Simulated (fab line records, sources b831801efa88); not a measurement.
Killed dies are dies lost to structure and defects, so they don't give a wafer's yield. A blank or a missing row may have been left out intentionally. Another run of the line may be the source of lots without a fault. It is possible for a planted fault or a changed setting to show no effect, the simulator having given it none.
fab line records	flow sky130
[record] lots = 6	wafers = 18	lastDay = 51
route steps=708 shown VIA1@460
lots that met no fault: from a run of the same line without faults
startH: hours from the record's opening day to when the first of the lot's shown wafers began	waitH: hours since the lot's step before	" the same as in the row above	L1.1+2: one row covering several wafers at once	- no value present, or no start provided	* or withheld: withheld	< > ~ a bound
route shown NAME@n: NAME is a module with steps in the file, n the number in the route of the first one	usual: mean/standard deviation of fault-free wafers	same: alike in all rows	chamber/n: place in a boat	sites: per-site readings	_std_site: the standard deviation of these	_edge_site: mean of outer sites minus mean of inner sites	radiusMm: for every site, how far away it sits from the centre of the wafer	mask NAME#n: copy n	behind: the most recent tool/chamber to have shaped the wafer	hold: why the lot was held/for how many hours/how that ended	device: whichever transistor did not switch (one of n, p or np)	end of line: the route-end tests of the same wafers	step lacking rows: just its recipe	killed: dies that structure and defects cost at the first sort, which is not the same as the wafer's yield	map: per-die view of a wafer (x killed, . not killed, _ where there is no die)
set.NAME: the setting as run; set.NAME@STEP: as run at that earlier step	model.NAME: the simulator's own value behind a step, which no gauge read
lots at selected steps of the route; one table per step, one row per wafer
services: the hour from which a tool's chamber was out of use, counted from the record's first day as startH (under 0 if before that day), plus the number of hours and why
[[steps]]
[step SKY_VIA1_CMP_02]
[recipe] material = SiO2	downForcePsi = 4	platenRpm = 60	padVelocityMS = 0.94248
[usual] edgeZonePressureFrac = 0.999/0.0046	motorCurrentA = 11.3/1.3
lot.wafer	tool	chamber	startH	waitH	edgeZonePressureFrac	motorCurrentA
L323.1	cmp-01	2	786.34	0.1	1.003	10.4
L323.3	"	1	"	"	1.000	10.2
L323.6	"	2	"	"	0.994	10.3
L331.2	cmp-02	3	859.79	0.1	0.993	12.0
L331.6	"	1	"	"	1.001	11.5
L331.5	"	2	"	"	1.000	12.9
L339.1	cmp-01	2	911.27	0.1	0.994	10.4
L339.2	"	3	"	"	0.999	9.5
L339.4	"	1	"	"	1.004	10.9
L338.3	cmp-02	1	914.67	0.1	0.995	11.3
L338.6	"	0	"	"	0.996	12.2
L338.5	"	1	"	"	1.000	12.4
L340.2	cmp-01	2	916.97	0.0	1.005	10.8
L340.3	"	3	"	"	1.002	9.0
L340.4	"	1	"	"	0.989	10.6
L344.2	cmp-01	2	952.81	0.0	0.998	10.2
L344.3	"	3	"	"	1.004	9.3
L344.4	"	0	"	"	0.999	12.7
[step SKY_VIA1_BOW_MEAS_03]
[recipe] mode = bow
[usual] VIA1_BOW = 80/7.1
lot.wafer	tool	chamber	startH	waitH	VIA1_BOW[um]
L323.1	filmMetro-03	-	786.64	0.2	81
L323.3	"	-	"	"	89
L323.6	"	-	"	"	82
L331.2	filmMetro-03	-	860.01	0.2	90
L331.5	"	-	"	"	77
L331.6	"	-	"	"	67
L339.1	filmMetro-04	-	911.57	0.2	85
L339.2	"	-	"	"	86
L339.4	"	-	"	"	84
L338.3	filmMetro-01	-	914.96	0.2	74
L338.5	"	-	"	"	81
L338.6	"	-	"	"	76
L340.2	filmMetro-04	-	917.29	0.3	73
L340.3	"	-	"	"	89
L340.4	"	-	"	"	73
L344.2	filmMetro-01	-	953.13	0.3	84
L344.3	"	-	"	"	74
L344.4	"	-	"	"	89
[step SKY_VIA1_DEHYDRATE_04]
[recipe] tempC = 200	timeS = 60
[step SKY_VIA1_HMDS_05]
[recipe] primeTimeS = 60	primeTempC = 120
[step SKY_VIA1_COAT_06]
[recipe] resist = BARC	tempC = withheld	timeS = withheld	spinRpm = 3000	resistThkNm = 60
[step SKY_VIA1_COAT_07]
[recipe] resist = KrF-thick	spinRpm = 3000	resistThkNm = 450
[step SKY_VIA1_SOFTBAKE_08]
[recipe] tempC = 99.53	timeS = 90	resist = KrF-thick
[step SKY_VIA1_EXPOSE_09]
[recipe] maskId = VIM	na = 0.8	sourceShape = annular	sigmaInner = 0.55	sigmaOuter = 0.85	targetCdNm = 150	doseMj = 38
[step SKY_VIA1_PEB_10]
[recipe] pebTempC = withheld	pebTimeS = withheld	resist = KrF-thick
[step SKY_VIA1_DEVELOP_11]
[recipe] developTimeS = 60	resist = KrF-thick	devTempC = 21
[step SKY_VIA1_CD_MEAS_12]
[recipe] targetCdNm = 150
[usual] cdNm = 150.4/1.7
lot.wafer	tool	chamber	startH	waitH	cdNm
L323.1	cdSem-01	-	813.54	-	149.6
L323.3	"	-	"	"	149.2
L323.6	"	-	"	"	149.2
L331.2	cdSem-02	-	885.92	-	150.8
L331.5	"	-	"	"	150.1
L331.6	"	-	"	"	150.8
L339.1	cdSem-01	-	936.95	-	153.3
L339.2	"	-	"	"	153.6
L339.4	"	-	"	"	155.6
L338.3	cdSem-01	-	940.44	-	152.3
L338.5	"	-	"	"	152.7
L338.6	"	-	"	"	152.6
L340.2	cdSem-02	-	942.02	-	151.2
L340.3	"	-	"	"	149.3
L340.4	"	-	"	"	151.5
L344.2	cdSem-01	-	977.26	-	150.9
L344.3	"	-	"	"	149.1
L344.4	"	-	"	"	151.6
[step SKY_VIA1_OVL_MEAS_13]
[usual] VIA1_OVL = 2/5
lot.wafer	tool	chamber	startH	waitH	VIA1_OVL[nm]
L323.1	overlay-01	-	813.66	0.1	5
L323.3	"	-	"	"	7
L323.6	"	-	"	"	7
L331.2	overlay-01	-	886.03	0.1	-6
L331.5	"	-	"	"	6
L331.6	"	-	"	"	-1
L339.1	overlay-02	-	937.07	0.1	12
L339.2	"	-	"	"	8
L339.4	"	-	"	"	13
L338.3	overlay-01	-	940.54	0.1	0
L338.5	"	-	"	"	13
L338.6	"	-	"	"	1
L340.2	overlay-02	-	942.13	0.1	5
L340.3	"	-	"	"	11
L340.4	"	-	"	"	2
L344.2	overlay-01	-	977.37	0.1	7
L344.3	"	-	"	"	-5
L344.4	"	-	"	"	4
[step SKY_VIA1_ETCH_14]
[recipe] chemistry = N2/H2	target = BARC	ionEnergyEv = 200	sourceW = 500	biasW = 100	pressureMtorr = 30	n2FlowSccm = 100	h2FlowSccm = 200	stopOn = SiO2	timeS = 45.9	targetDepthA = 600
[usual] drypumpMotorCurrentA = 5.9/0.52	oesProductAu = 0.854/0.0047	rfFwdPowerW = 495.4/2.2	throttleValvePct = 13.226/0.0087
lot.wafer	tool	chamber	startH	waitH	drypumpMotorCurrentA	oesProductAu	rfFwdPowerW	rfHoursCounterH	throttleValvePct	model.KrF-thick_of_VIA1_COAT_07.thkNm	model.etch.depthNm
L323.1	rieDiel-04	3	813.70	0.0	6.0	0.845	493.8	14	13.232	392.9	59.84
L323.3	"	0	"	"	4.8	0.854	496.9	6	13.226	393.4	59.81
L323.6	"	1	"	"	6.3	0.856	496.2	-	13.227	394.4	59.9
L331.2	rieDiel-03	1	886.06	0.0	5.8	0.860	493.8	10	13.233	391.6	60.08
L331.5	"	3	"	"	5.0	0.860	499.5	-	13.225	390.3	59.84
L331.6	"	2	"	"	6.3	0.854	497.8	-	13.220	392.5	60.16
L339.1	rieDiel-04	0	937.11	0.0	4.8	0.852	496.4	9	13.214	390.7	60.06
L339.2	"	2	"	"	6.4	0.859	499.1	3	13.210	391	60.22
L339.4	"	1	"	"	6.2	0.822	493.6	9	13.230	404.9	56.26
L338.3	rieDiel-03	0	940.56	0.0	6.1	0.850	497.3	15	13.236	393.1	60.06
L338.5	"	3	"	"	5.0	0.854	498.0	-	13.226	392.7	59.95
L338.6	"	2	"	"	6.3	0.854	497.6	-	13.216	392.9	60.09
L340.2	rieDiel-04	3	942.16	0.0	6.0	0.855	493.0	18	13.222	388.1	59.73
L340.3	"	0	"	"	4.8	0.853	495.1	9	13.229	390.4	59.62
L340.4	"	1	"	"	6.3	0.822	497.5	9	13.224	402	56.55
L344.2	rieDiel-02	1	977.40	0.0	5.7	0.846	496.7	6	13.221	392.5	59.86
L344.3	"	2	"	"	6.1	0.853	495.2	12	13.227	391.9	60.01
L344.4	"	3	"	"	5.3	0.865	489.9	20	13.220	391.4	60.15
[step SKY_VIA1_ETCH_15]
[recipe] target = SiO2	chemistry = C4F8/O2/Ar	targetDepthNm = 351	stopOn = TiN	maskMaterial = KrF-thick	sourceW = 1500	biasW = 1200	pressureMtorr = 40	c4f8FlowSccm = withheld	O2_flow_sccm = 6	Ar_flow_sccm = 300	timeS = 54
[usual] oesProductAu = 0.982/0.0054	rfFwdPowerW = 1488/6.4
lot.wafer	tool	chamber	startH	waitH	oesProductAu	rfFwdPowerW	rfHoursCounterH	model.KrF-thick_of_VIA1_COAT_07.thkNm
L323.1	rieDiel-04	3	813.74	0.0	0.988	1483	14	321.7
L323.3	"	0	"	"	0.976	1488	6	323.9
L323.6	"	1	"	"	0.985	1492	-	323.9
L331.2	rieDiel-03	1	886.10	0.0	0.975	1483	10	323.5
L331.5	"	3	"	"	0.984	1494	-	320.3
L331.6	"	2	"	"	0.991	1485	-	322.5
L339.1	rieDiel-04	0	937.15	0.0	0.987	1494	9	320.3
L339.2	"	2	"	"	0.980	1487	3	319.7
L339.4	"	1	"	"	0.373	1484	9	334.7
L338.3	rieDiel-03	0	940.60	0.0	0.971	1499	15	324.2
L338.5	"	3	"	"	0.982	1485	-	322.6
L338.6	"	2	"	"	0.981	1479	-	323.2
L340.2	rieDiel-04	3	942.20	0.0	0.991	1483	18	316.9
L340.3	"	0	"	"	0.985	1497	9	319.9
L340.4	"	1	"	"	0.386	1499	9	332.2
L344.2	rieDiel-02	1	977.44	0.0	0.979	1499	6	322.4
L344.3	"	2	"	"	0.989	1493	12	319.9
L344.4	"	3	"	"	0.987	1482	20	319.6
[step SKY_VIA1_STRIP_16]
[recipe] chemistry = O2/N2	powerW = 1400	pressureMtorr = 1500	platenTempC = withheld	o2FlowSccm = 3000	n2FlowSccm = 300	overashFraction = 0.5
[usual] drypumpMotorCurrentA = 5.9/0.47	oesProductAu = 0.416/0.0049	stripTimeToEndpointS = 4.445/0.025
lot.wafer	tool	chamber	startH	waitH	drypumpMotorCurrentA	oesProductAu	rfHoursCounterH	stripTimeToEndpointS
L323.1	plasmaAsher-01	1	813.79	0.0	5.9	0.419	96	4.453
L323.3	"	1	"	"	5.9	0.416	-	4.453
L323.6	"	0	"	"	6.2	0.415	-	4.461
L331.2	plasmaAsher-01	1	886.15	0.0	5.9	0.414	104	4.470
L331.5	"	0	"	"	6.1	0.413	-	4.434
L331.6	"	1	"	"	5.9	0.420	-	4.453
L339.1	plasmaAsher-02	0	937.20	0.0	6.4	0.412	79	4.428
L339.2	"	1	"	"	5.2	0.418	79	4.436
L339.4	"	1	"	"	5.2	0.431	-	4.584
L338.3	plasmaAsher-02	1	940.68	0.1	5.2	0.421	-	4.490
L338.5	"	0	"	"	6.4	0.409	-	4.472
L338.6	"	1	"	"	5.2	0.412	-	4.474
L340.2	plasmaAsher-04	1	942.25	0.0	6.2	0.409	51	4.407
L340.3	"	1	"	"	6.3	0.421	-	4.436
L340.4	"	0	"	"	6.1	0.423	-	4.566
L344.2	plasmaAsher-02	1	977.49	0.0	5.2	0.413	83	4.451
L344.3	"	1	"	"	5.2	0.420	-	4.423
L344.4	"	0	"	"	6.3	0.413	-	4.428
[step SKY_VIA1_STRIP_17]
[recipe] chemistry = postEtchResidueRemover	timeS = 1200	tempC = 72.5
[[services]]
tool	chamber	startH	hours	kind
rieDiel-03	1	776.92	6.4	repair
rieDiel-03	0	796.21	4.7	repair
rieDiel-02	-	800.67	0.4	repair
cmp-01	-	813.30	3.9	pm
rieDiel-03	1	814.35	20.0	repair
rieDiel-03	0	815.58	2.5	repair
cmp-01	-	817.84	1.2	repair
rieDiel-04	3	824.25	4.0	repair
cmp-02	-	829.48	1.1	repair
rieDiel-03	2	834.76	3.8	repair
rieDiel-04	0	835.45	6.8	repair
rieDiel-03	3	843.83	11.1	repair
rieDiel-02	-	858.37	0.4	repair
rieDiel-03	-	887.69	2.8	pm
cmp-01	-	888.20	1.5	repair
cmp-01	-	912.00	4.0	pm
cmp-01	-	925.65	1.7	repair
rieDiel-03	0	941.09	8.1	repair
cmp-02	-	942.63	1.1	repair
cmp-02	-	951.66	0.9	repair
cmp-01	-	961.96	13.2	repair
rieDiel-02	0	964.16	5.6	repair
plasmaAsher-01	-	967.37	3.0	repair
cmp-01	-	972.55	0.5	repair
[[key]]
[firstSign] step = SKY_VIA1_ETCH_14	reading = oesProductAu	direction = down	sigmas = 6.6	usual = 0.854	struck = 0.822
[effect] step = SKY_VIA1_ETCH_15	reading = oesProductAu	direction = down	sigmas = 99+	usual = 0.982	struck = 0.379
[effect] step = SKY_VIA1_STRIP_16	reading = stripTimeToEndpointS	direction = up	sigmas = 5.3	usual = *	struck = *
[modelEffect] step = SKY_VIA1_ETCH_14	value = KrF-thick_of_VIA1_COAT_07.thkNm	without = 391.4	struck = 403.5
[modelEffect] step = SKY_VIA1_ETCH_15	value = KrF-thick_of_VIA1_COAT_07.thkNm	without = 321.4	struck = 333.5
metAt SKY_VIA1_ETCH_14
struckWafers L339.4,L340.4
laterRowsLeftOut L339.4,L340.4
sortLeftOut L339.4,L340.4
onsetBetween 813.70 937.11
[fault] kind = processParameterDrift	tool = rieDiel-04	chamber = -	onsetH = 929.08	steps = SKY_VIA1_ETCH_14	channel = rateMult	offset = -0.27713	shape = step	endH = 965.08	scope = struckWafersOnly
// sortLeftOut: the simulated sort isn't trusted on such a fault, so these wafers' sort isn't shown, and their yield isn't known
// laterRowsLeftOut: the simulator's readings of these wafers behind a module that went badly wrong aren't trusted and aren't shown, but for the sort
